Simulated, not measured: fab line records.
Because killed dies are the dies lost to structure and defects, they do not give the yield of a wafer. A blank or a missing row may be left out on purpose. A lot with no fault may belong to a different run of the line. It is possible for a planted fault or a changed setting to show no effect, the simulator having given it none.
Which tool was responsible? || flow sky130 || 12 lots, 36 wafers sampled, at 5 steps of a route of 708

WHAT THE GAUGES READ, wafer by wafer
SKY_VIA1_CD_MEAS_12: target cd 150 nm.
{"lot": "L381", "measured": "day 34 10:10", "on": "cdSem-01", "cdNm (nm)": "149.1 148.8 148.3"}
{"lot": "L382", "measured": "day 35 00:26", "on": "cdSem-01", "cdNm (nm)": "151.7 150.7 150.0"}
{"lot": "L383", "measured": "day 35 04:55", "on": "cdSem-02", "cdNm (nm)": "149.9 151.1 150.8"}
{"lot": "L386", "measured": "day 36 02:44", "on": "cdSem-01", "cdNm (nm)": "149.3 149.1 148.8"}
{"lot": "L387", "measured": "day 36 23:27", "on": "cdSem-01", "cdNm (nm)": "153.0 151.2 152.7"}
{"lot": "L388", "measured": "day 36 23:30", "on": "cdSem-02", "cdNm (nm)": "151.7 150.1 151.1"}
{"lot": "L389", "measured": "day 37 09:56", "on": "cdSem-01", "cdNm (nm)": "151.7 150.0 151.3"}
{"lot": "L390", "measured": "day 37 12:16", "on": "cdSem-02", "cdNm (nm)": "150.2 150.2 150.1"}
{"lot": "L391", "measured": "day 38 07:54", "on": "cdSem-01", "cdNm (nm)": "149.3 149.6 150.6"}
{"lot": "L396", "measured": "day 39 02:48", "on": "cdSem-02", "cdNm (nm)": "147.3 148.9 150.2"}
{"lot": "L399", "measured": "day 39 23:35", "on": "cdSem-01", "cdNm (nm)": "151.5 150.2 152.1"}
{"lot": "L404", "measured": "day 41 06:14", "on": "cdSem-02", "cdNm (nm)": "150.7 150.9 151.0"}

SKY_METAL2_OVL_MEAS_16.
{"lot": "L381", "measured": "day 35 14:47", "on": "overlay-02", "METAL2_OVL (nm)": "4 6 2"}
{"lot": "L382", "measured": "day 36 04:54", "on": "overlay-01", "METAL2_OVL (nm)": "2 -8 1"}
{"lot": "L383", "measured": "day 36 09:33", "on": "overlay-01", "METAL2_OVL (nm)": "3 1 2"}
{"lot": "L386", "measured": "day 37 07:15", "on": "overlay-01", "METAL2_OVL (nm)": "-7 -6 -4"}
{"lot": "L387", "measured": "day 38 02:58", "on": "overlay-01", "METAL2_OVL (nm)": "2 -4 11"}
{"lot": "L388", "measured": "day 38 03:23", "on": "overlay-01", "METAL2_OVL (nm)": "-3 -3 -7"}
{"lot": "L389", "measured": "day 38 13:15", "on": "overlay-02", "METAL2_OVL (nm)": "-8 -1 -8"}
{"lot": "L390", "measured": "day 38 15:30", "on": "overlay-01", "METAL2_OVL (nm)": "9 5 8"}
{"lot": "L391", "measured": "day 39 10:02", "on": "overlay-01", "METAL2_OVL (nm)": "-8 1 -11"}
{"lot": "L396", "measured": "day 40 05:16", "on": "overlay-02", "METAL2_OVL (nm)": "4 2 4"}
{"lot": "L399", "measured": "day 41 01:08", "on": "overlay-01", "METAL2_OVL (nm)": "-2 2 -4"}
{"lot": "L404", "measured": "day 42 07:44", "on": "overlay-01", "METAL2_OVL (nm)": "2 4 0"}

SKY_VIA2_THK_MEAS_01.
{"lot": "L381", "measured": "day 35 15:44", "on": "filmMetro-04", "VIA2_HDPCVD_THK (nm)": "1163 1168 1164"}
{"lot": "L382", "measured": "day 36 05:53", "on": "filmMetro-03", "VIA2_HDPCVD_THK (nm)": "1164 1171 1150"}
{"lot": "L383", "measured": "day 36 10:32", "on": "filmMetro-04", "VIA2_HDPCVD_THK (nm)": "1178 1185 1176"}
{"lot": "L386", "measured": "day 37 08:12", "on": "filmMetro-03", "VIA2_HDPCVD_THK (nm)": "1154 1173 1159"}
{"lot": "L387", "measured": "day 38 03:55", "on": "filmMetro-03", "VIA2_HDPCVD_THK (nm)": "1171 1176 1174"}
{"lot": "L388", "measured": "day 38 04:20", "on": "filmMetro-04", "VIA2_HDPCVD_THK (nm)": "1180 1170 1173"}
{"lot": "L389", "measured": "day 38 14:12", "on": "filmMetro-03", "VIA2_HDPCVD_THK (nm)": "1171 1165 1172"}
{"lot": "L390", "measured": "day 38 16:26", "on": "filmMetro-04", "VIA2_HDPCVD_THK (nm)": "1196 1169 1178"}
{"lot": "L391", "measured": "day 39 10:59", "on": "filmMetro-03", "VIA2_HDPCVD_THK (nm)": "1187 1182 1179"}
{"lot": "L396", "measured": "day 40 06:12", "on": "filmMetro-03", "VIA2_HDPCVD_THK (nm)": "1203 1183 1191"}
{"lot": "L399", "measured": "day 41 02:07", "on": "filmMetro-02", "VIA2_HDPCVD_THK (nm)": "1160 1924 1171"}
{"lot": "L404", "measured": "day 42 08:40", "on": "filmMetro-02", "VIA2_HDPCVD_THK (nm)": "1194 1177 1169"}

TOOL THAT RAN EACH LOT (tool first, then ch and the chambers of the sampled wafers, then the start)
{"lot": "L381", "SKY_VIA1_CVD_21": "cvdW-02 ch 0,1, day 34 11:04", "SKY_VIA2_HDPCVD_00": "hdpcvd-01 ch 0,1,2, day 35 15:37"}
{"lot": "L382", "SKY_VIA1_CVD_21": "cvdW-01 ch 0,1, day 35 01:20", "SKY_VIA2_HDPCVD_00": "hdpcvd-01 ch 0,1,2, day 36 05:46"}
{"lot": "L383", "SKY_VIA1_CVD_21": "cvdW-02 ch 0, day 35 05:50", "SKY_VIA2_HDPCVD_00": "hdpcvd-02 ch 0,1,2, day 36 10:25"}
{"lot": "L386", "SKY_VIA1_CVD_21": "cvdW-02 ch 1, day 36 03:40", "SKY_VIA2_HDPCVD_00": "hdpcvd-01 ch 1,2, day 37 08:04"}
{"lot": "L387", "SKY_VIA1_CVD_21": "cvdW-01 ch 0,1, day 37 00:20", "SKY_VIA2_HDPCVD_00": "hdpcvd-02 ch 0,1, day 38 03:46"}
{"lot": "L388", "SKY_VIA1_CVD_21": "cvdW-02 ch 0,1, day 37 00:24", "SKY_VIA2_HDPCVD_00": "hdpcvd-01 ch 0,1, day 38 04:12"}
{"lot": "L389", "SKY_VIA1_CVD_21": "cvdW-01 ch 0,1, day 37 10:49", "SKY_VIA2_HDPCVD_00": "hdpcvd-01 ch 0,1,2, day 38 14:07"}
{"lot": "L390", "SKY_VIA1_CVD_21": "cvdW-01 ch 0,1, day 37 13:10", "SKY_VIA2_HDPCVD_00": "hdpcvd-02 ch 0,1,2, day 38 16:18"}
{"lot": "L391", "SKY_VIA1_CVD_21": "cvdW-01 ch 0,1, day 38 08:50", "SKY_VIA2_HDPCVD_00": "hdpcvd-02 ch 0,2, day 39 10:50"}
{"lot": "L396", "SKY_VIA1_CVD_21": "cvdW-02 ch 0,1, day 39 03:41", "SKY_VIA2_HDPCVD_00": "hdpcvd-02 ch 0,2, day 40 06:04"}
{"lot": "L399", "SKY_VIA1_CVD_21": "cvdW-02 ch 0,1, day 40 00:29", "SKY_VIA2_HDPCVD_00": "hdpcvd-01 ch 0,1, day 41 01:59"}
{"lot": "L404", "SKY_VIA1_CVD_21": "cvdW-02 ch 0,1, day 41 07:11", "SKY_VIA2_HDPCVD_00": "hdpcvd-02 ch 0,1,2, day 42 08:33"}
- SKY_VIA1_CVD_21: deposits W, target thk 270 nm, time 80.902 s.
- SKY_VIA2_HDPCVD_00: deposits SiO2, target thk 1180 nm, time 196.7 s.

AS READ BY THE TOOLS THEMSELVES (means over the sampled wafers that have a number; for cases with no such wafer, the mark the record gives instead)
SKY_VIA1_CVD_21.
{"lot": "L381", "tool": "cvdW-02", "heaterPowerW (W)": 781}
{"lot": "L382", "tool": "cvdW-01", "heaterPowerW (W)": 828}
{"lot": "L383", "tool": "cvdW-02", "heaterPowerW (W)": 798}
{"lot": "L386", "tool": "cvdW-02", "heaterPowerW (W)": 756}
{"lot": "L387", "tool": "cvdW-01", "heaterPowerW (W)": 866}
{"lot": "L388", "tool": "cvdW-02", "heaterPowerW (W)": 790}
{"lot": "L389", "tool": "cvdW-01", "heaterPowerW (W)": 874}
{"lot": "L390", "tool": "cvdW-01", "heaterPowerW (W)": 861}
{"lot": "L391", "tool": "cvdW-01", "heaterPowerW (W)": 839}
{"lot": "L396", "tool": "cvdW-02", "heaterPowerW (W)": 790}
{"lot": "L399", "tool": "cvdW-02", "heaterPowerW (W)": 778}
{"lot": "L404", "tool": "cvdW-02", "heaterPowerW (W)": 784}

THE ANSWER, worked out from the rows above alone
Rule: what is usual is taken from the lots themselves. The widest of any qualifying gaps counts: lots, ordered by their means at a reading, are off when they make up no more than a third of the lots, leave a main group of 4 or more, and stand apart from it by 3 or more times the standard deviation of that group's means. Not used: any main group whose means are identical at the precision the tables above print for the reading. A lot without any number at a reading at which 4 lots or more have one is off too. Any other lot the step has rows for is counted as sound. Order of review: gauges by route order, followed by the tools' own readings, for which a lot's mean as printed above is used. At the first step where some lot is off, the reading lying furthest off is the one used; lots without a number count as furthest.
Off: at SKY_VIA2_THK_MEAS_01 (VIA2_HDPCVD_THK), L399. The main group has a mean of 1175 nm with a standard deviation of 9.2.
If a tool, at a process step before that reading, ran all the lots that are off and no sound lot after the first of them, it fits. Those tools and the gauges at SKY_VIA2_THK_MEAS_01 are tried in the same way. One fits: SKY_VIA2_HDPCVD_00 on hdpcvd-01. A fault onset in the window from L389 (day 38 14:07, its last sound lot) to L399 (day 41 01:59, its first lot off) fits.

WHAT THE SIMULATOR HAD PUT IN
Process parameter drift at SKY_VIA2_HDPCVD_00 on hdpcvd-01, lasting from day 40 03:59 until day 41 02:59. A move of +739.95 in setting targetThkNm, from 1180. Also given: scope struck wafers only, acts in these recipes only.
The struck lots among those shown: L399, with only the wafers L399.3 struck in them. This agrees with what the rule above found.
